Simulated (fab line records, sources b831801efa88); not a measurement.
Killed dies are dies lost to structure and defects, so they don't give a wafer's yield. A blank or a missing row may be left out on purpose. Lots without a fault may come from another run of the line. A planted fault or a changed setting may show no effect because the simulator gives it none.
Chamber matching | flow sfq_line | SFQ_TRILAYER_A5B_CMP_CMP_130 on cmp-02: 4 sister chambers
The step polishes, stops on Nb, target thk 340.7 nm. 4 wafers are shown with their chamber, then 10 later ones without.

WAFERS WITH THEIR CHAMBER
wafer  | chamber | motor_current_A (A)
L365.3 | 1       | 10.8
L372.5 | 3       | 11.1
L374.3 | 2       | 9.6
L374.2 | 0       | 10.3

WAFERS WITHOUT THEIR CHAMBER
wafer  | motor_current_A (A)
L374.4 | 10.8
L378.1 | 8.9
L378.2 | 10.6
L378.6 | 8.6
L379.4 | 10.3
L379.2 | 8.6
L379.5 | 10.5
L382.1 | 9.8
L382.5 | 10.1
L382.6 | 11.4

WHICH CHAMBER EACH WENT THROUGH
wafer  | from the rows above               | in truth
L374.4 | can't be placed: 1 or 3 or 0      | 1
L378.1 | can't be placed: 2 or 0           | 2
L378.2 | can't be placed: 1 or 0 or 3 or 2 | 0
L378.6 | can't be placed: 2 or 0           | 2
L379.4 | can't be placed: 0 or 1 or 2 or 3 | 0
L379.2 | can't be placed: 2 or 0           | 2
L379.5 | can't be placed: 0 or 1 or 3 or 2 | 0
L382.1 | can't be placed: 2 or 0 or 1      | 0
L382.5 | can't be placed: 0 or 2 or 1 or 3 | 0
L382.6 | can't be placed: 3 or 1 or 0      | 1
Placed correctly: 0 of 10. Can't be placed from these rows: 10 (the true chamber is among the candidates in 10). Placed wrongly: 0.
How it was worked out, from the rows above alone: a wafer's distance from a chamber is the root of the sum, over the readings, of the square of ((its reading less the chamber's mean) divided by the reading's scatter). The wafer belongs to the nearest chamber; if the next one is less than 2 further off, it can't be placed. A chamber's mean is the mean of its shown wafers. The scatter: with one shown wafer a chamber, the root of the mean of the squares of how far each hidden wafer lies from its nearest shown one.
